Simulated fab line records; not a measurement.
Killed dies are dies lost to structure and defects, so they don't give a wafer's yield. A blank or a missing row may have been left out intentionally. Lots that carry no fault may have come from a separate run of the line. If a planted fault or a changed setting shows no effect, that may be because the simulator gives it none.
Which tool is to blame? | flow sky130 | 42 wafers from 14 lots sampled at 4 of the route's 708 steps

## WHAT THE GAUGES SHOWED, per wafer
SKY_FIELD_ISO_CD_MEAS_13: the cd target is 150 nm. Usual: cdNm reads 150.0 nm (standard deviation 1.4).
lot  | measured    | on       | cdNm (nm)         | flag
L415 | day 2 05:05 | cdSem-01 | 149.9 149.9 150.4 | 
L417 | day 2 15:31 | cdSem-02 | 152.8 152.6 152.8 | 
L418 | day 2 23:27 | cdSem-01 | 149.7 148.4 147.7 | 
L419 | day 3 03:04 | cdSem-01 | 150.6 150.5 150.2 | 
L423 | day 4 02:11 | cdSem-02 | 149.1 147.9 148.1 | 
L424 | day 4 08:44 | cdSem-02 | 150.6 150.5 149.7 | 
L425 | day 4 08:54 | cdSem-02 | 149.4 149.1 151.1 | 
L430 | day 5 12:53 | cdSem-02 | 150.6 152.5 150.5 | 
L431 | day 5 19:04 | cdSem-01 | 150.6 151.3 150.7 | 
L434 | day 6 10:16 | cdSem-02 | 149.9 149.7 148.6 | 
L435 | day 6 13:17 | cdSem-01 | 147.6 147.1 149.1 | 
L436 | day 6 17:14 | cdSem-02 | 149.0 149.6 149.5 | 
L437 | day 6 21:56 | cdSem-02 | 149.7 149.6 150.5 | 
L438 | day 7 08:46 | cdSem-02 | 151.8 152.5 152.0 | 

SKY_NWELL_RS_MEAS_29: the measuring method here is four-point-probe. Usual: NWELL_RS gives 624.2 ohm/sq (standard deviation 1.8).
lot  | measured     | on           | NWELL_RS (ohm/sq) | flag
L415 | day 5 07:07  | filmMetro-01 | 623.2 625.3 622.9 | 
L417 | day 5 20:37  | filmMetro-01 | 624.5 624.9 626.0 | 
L418 | day 6 08:41  | filmMetro-02 | 624.7 626.2 627.7 | 
L419 | day 6 20:07  | filmMetro-04 | 625.3 625.6 626.3 | 
L423 | day 7 08:23  | filmMetro-04 | 623.4 623.3 622.8 | 
L424 | day 7 22:56  | filmMetro-02 | 626.2 628.1 626.5 | 
L425 | day 7 20:31  | filmMetro-04 | 622.4 625.5 624.6 | 
L434 | day 10 04:55 | filmMetro-04 | 621.1 619.7 621.0 | 
L435 | day 10 08:17 | filmMetro-04 | 622.2 623.3 623.2 | 
L436 | day 10 12:16 | filmMetro-01 | 622.9 622.5 621.8 | 
L437 | day 10 18:53 | filmMetro-04 | 623.0 623.0 621.8 | 
L438 | day 11 06:44 | filmMetro-01 | 626.4 628.1 626.7 | 

## WHAT TOOL EACH LOT RAN ON (gives the tool, then ch and the chambers of the sampled wafers, and finally the start)
lot  | SKY_FIELD_ISO_ETCH_17          | SKY_FIELD_ISO_ANNEAL_26
L415 | rieSi-02 ch 0,3, day 2 05:22   | furnace-02 ch 0, day 2 09:06
L417 | rieSi-02 ch 1,2,3, day 2 15:50 | furnace-02 ch 0, day 2 20:37
L418 | rieSi-01 ch 0,1,2, day 2 23:43 | furnace-02 ch 0, day 3 02:46
L419 | rieSi-01 ch 2,3, day 3 03:22   | furnace-01 ch 0, day 3 14:52
L423 | rieSi-01 ch 1,3, day 4 02:31   | furnace-02 ch 0, day 4 04:13
L424 | rieSi-01 ch 0,3, day 4 09:04   | furnace-02 ch 0, day 4 12:20
L425 | rieSi-02 ch 1,2,3, day 4 09:11 | furnace-02 ch 0, day 4 12:20
L430 | rieSi-01 ch 0,2,3, day 5 13:13 | furnace-01, day 5 15:05
L431 | rieSi-01 ch 2,3, day 5 19:22   | furnace-01, day 5 21:04
L434 | rieSi-02 ch 0,2,3, day 6 10:35 | furnace-01 ch 0, day 6 13:22
L435 | rieSi-01 ch 0,1, day 6 13:35   | furnace-02 ch 0, day 6 15:23
L436 | rieSi-02 ch 0,1,2, day 6 17:34 | furnace-01 ch 0, day 6 19:45
L437 | rieSi-01 ch 1,3, day 6 22:16   | furnace-02 ch 0, day 7 01:30
L438 | rieSi-01 ch 0,2,3, day 7 09:05 | furnace-02 ch 0, day 7 10:47
- SKY_FIELD_ISO_ETCH_17: etches Si in HBr/Cl2/O2, target depth 342 nm, time 97.7 s.
- SKY_FIELD_ISO_ANNEAL_26: time 1800 s.

## AS READ BY THE TOOLS THEMSELVES (means over the sampled wafers that have a number; for cases with no such wafer, the mark the record gives instead)
SKY_FIELD_ISO_ETCH_17. Usual: O2_flow_sccm 6.001 sccm, standard deviation 0.018; drypumpMotorCurrentA 5.6 A, standard deviation 0.38; oesProductAu 0.999 a.u., standard deviation 0.015; throttleValvePct 25.657 %, standard deviation 0.013.
lot  | tool     | O2_flow_sccm (sccm) | drypumpMotorCurrentA (A) | oesProductAu (a.u.) | throttleValvePct (%) | flag
L415 | rieSi-02 | 5.991               | 5.3                      | 0.980               | 25.678               | 
L417 | rieSi-02 | 6.006               | 5.9                      | 0.989               | 25.662               | 
L418 | rieSi-01 | 5.996               | 5.4                      | 1.008               | 25.648               | 
L419 | rieSi-01 | 6.014               | 5.7                      | 1.021               | 25.647               | 
L423 | rieSi-01 | 5.994               | 5.8                      | 1.013               | 25.646               | 
L424 | rieSi-01 | 6.002               | 5.6                      | 1.011               | 25.659               | 
L425 | rieSi-02 | 6.004               | 5.9                      | 0.975               | 25.675               | 
L430 | rieSi-01 | 6.005               | 5.5                      | 1.007               | 25.651               | 
L431 | rieSi-01 | 5.991               | 5.7                      | 1.022               | 25.641               | 
L434 | rieSi-02 | 6.016               | 5.6                      | 0.990               | 25.660               | 
L435 | rieSi-01 | 6.000               | 5.5                      | 1.007               | 25.653               | 
L436 | rieSi-02 | 6.002               | 6.0                      | 0.994               | 25.662               | 
L437 | rieSi-01 | 5.994               | 5.8                      | 1.017               | 25.644               | 
L438 | rieSi-01 | 5.991               | 5.5                      | 1.006               | 25.649               | 

SKY_FIELD_ISO_ANNEAL_26. Usual: spikeTcBottomC 1018.7 C, standard deviation 1; spikeTcCentreC 1000.9 C, standard deviation 1.1; zonePowerBottomPct 31.4 %, standard deviation 1; zonePowerTopPct 45 %, standard deviation 7.6.
lot  | tool       | spikeTcBottomC (C) | spikeTcCentreC (C) | zonePowerBottomPct (%) | zonePowerTopPct (%) | flag
L415 | furnace-02 | 1018.1             | 1001.1             | 30.8                   | 51                  | 
L417 | furnace-02 | 1019.2             | 1000.9             | 30.6                   | 50                  | 
L418 | furnace-02 | 1018.3             | 1001.9             | 30.6                   | 51                  | 
L419 | furnace-01 | 1019.3             | 1000.4             | 32.4                   | 35                  | 
L423 | furnace-02 | 1018.2             | 1002.0             | 30.8                   | 50                  | 
L424 | furnace-02 | 1018.0             | 1000.7             | 30.6                   | 50                  | 
L425 | furnace-02 | 1017.6             | 1000.8             | 30.9                   | 50                  | 
L430 | furnace-01 | -                  | -                  | -                      | -                   | OFF
L431 | furnace-01 | -                  | -                  | -                      | -                   | OFF
L434 | furnace-01 | 1019.5             | 999.1              | 32.7                   | 35                  | 
L435 | furnace-02 | 1018.6             | 1000.9             | 30.7                   | 51                  | 
L436 | furnace-01 | 1018.6             | 1000.3             | 32.9                   | 35                  | 
L437 | furnace-02 | 1019.5             | 1002.0             | 30.7                   | 51                  | 
L438 | furnace-02 | 1018.5             | 1001.3             | 30.8                   | 50                  | 

## THE ANSWER, worked out from the rows above alone
Rule: take the mean of a lot's wafers that have a number; if it is more than 3 standard deviations from the usual mean, the lot is off. A lot without any number at a reading at which 4 lots or more have one is off too. Where the step has rows for the other lots, those lots are counted as sound. The gauges are gone through in route order, then the tools' own readings, and for those a lot's mean is taken as printed above. At the first step where some lot is off, the reading lying furthest off is the one used; lots without a number count as furthest.
Off: L430, L431, at SKY_FIELD_ISO_ANNEAL_26 (spikeTcBottomC). Without a number there: L430, L431.
A tool fits if, at that step or a process step before it, it ran every lot that is off, and no sound lot after the first of them. Of those tried, none fits.

## WHAT THE SIMULATOR HAD PUT IN
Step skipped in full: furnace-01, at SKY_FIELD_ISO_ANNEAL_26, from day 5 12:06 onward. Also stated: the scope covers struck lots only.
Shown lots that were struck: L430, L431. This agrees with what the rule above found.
